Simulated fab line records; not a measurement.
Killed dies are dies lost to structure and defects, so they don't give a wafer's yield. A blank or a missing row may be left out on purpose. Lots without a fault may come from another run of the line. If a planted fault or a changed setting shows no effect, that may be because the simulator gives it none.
Struck lot and sound lot, side by side + flow sky130 + 16 steps out of a route of 708
Sound: the wafers L877.1, L877.4, L877.5. The struck wafers were L886.1, L886.2, L886.4. Last of all comes the cause.
Each step with rows lists, per side, the tool, then ch with its chambers, then its first start. Under that, the readings that differ: sound wafers + struck wafers + difference of the means + sigmas: that difference in standard deviations of wafers without a fault.
alike: a reading whose means differ by less than 2 such deviations, as well as words and numbers matching on both sides. not compared: withheld readings; readings where some wafer has no value; bounds like >300 that might hide an equal value; numbers whose values overlap and for which the record gives no deviation.
The two part at a step that has a row with sigmas, a row that says differs or no value, or rows on one side only. Non-overlapping numbers with no deviation appear without sigmas and do not part them. Lack of a reading on every wafer of one side parts them only where that side has two or more wafers.

first, 2 steps without rows for these wafers: SKY_PWDE_PEB_05; SKY_PWDE_DEVELOP_06 (develop time 60 s).
SKY_PWDE_OVL_MEAS_07:
  sound on overlay-02, day 6 05:38; struck on overlay-02, day 8 08:54
  alike: PWDE_OVL
after that, 1 step had no rows for these wafers: SKY_PWDE_IMPLANT_08.
SKY_PWDE_STRIP_09: strips in O2/N2.
  sound on plasma_asher-01 ch 0,1, day 6 05:50; struck on plasma_asher-01 ch 0,1, day 8 09:05
  alike: drypump_motor_current_A, oes_product_au, strip_time_to_endpoint_s
  not compared: rf_hours_counter_h
SKY_PWDE_TW_MEAS_10:
  sound on film_metro-01, day 6 05:56; struck on film_metro-01, day 8 09:11
  alike: PWDE_TW
then, 6 steps without rows for these wafers: SKY_NWELL_DEHYDRATE_03 (time 60 s); SKY_NWELL_HMDS_04 (prime time 60 s); SKY_NWELL_COAT_05 (resist thk 3000 nm); SKY_NWELL_SOFTBAKE_06; SKY_NWELL_EXPOSE_07 (exposes mask NWM, target cd 840 nm); SKY_NWELL_PEB_08.
SKY_NWELL_DEVELOP_09: develop time 60 s.
  sound on litho_track-04 ch 0, day 7 01:00; struck on litho_track-01 ch 0, day 9 06:00
| reading                | sound             | struck            | difference | sigmas |
|------------------------|-------------------|-------------------|------------|--------|
| resist_line_temp_C (C) | 22.81 22.83 22.92 | 23.09 23.11 23.08 | +0.24      | +3     |
SKY_NWELL_OVL_MEAS_10:
  sound on overlay-01, day 7 01:51; struck on overlay-01, day 9 06:36
| reading           | sound       | struck | difference                    | sigmas |
|-------------------|-------------|--------|-------------------------------|--------|
| NWELL_00_OVL (nm) | 1.5 1.0 0.7 | - - -  | no value on the struck wafers |        |
after that, 1 step had no rows for these wafers: SKY_NWELL_IMPLANT_11.
-- the record jumps here: 41 days lie between the struck wafers' starts before and after (it left off in module NWELL and takes up again in module PAD_OPEN, whose first step shown is number 708 of the route) --
SKY_PAD_OPEN_PROBE_99:
  sound on prober-01, day 48 01:07; struck on prober-02, day 49 21:13
| reading             | sound     | struck      | difference | sigmas |
|---------------------|-----------|-------------|------------|--------|
| killed_at_front_end | 9 15 21   | 428 408 426 | +406       | +85    |
| killed_dies         | 78 100 92 | 492 492 492 | +402       | +43    |
| killed_on_rim       | 18 15 21  | 96 96 96    | +78        | +20    |
  alike: killed_at_M0_to_M3, killed_at_M4_up, killed_at_contacts, killed_at_other, killed_open, killed_short

== WHERE THEY PART ==
Last at SKY_PAD_OPEN_PROBE_99 as far as this record goes, first at SKY_NWELL_DEVELOP_09.

WHY: the cause the simulator had injected
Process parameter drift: litho_track-01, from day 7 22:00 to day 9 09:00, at SKY_NWELL_DEVELOP_09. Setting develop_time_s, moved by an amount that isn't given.
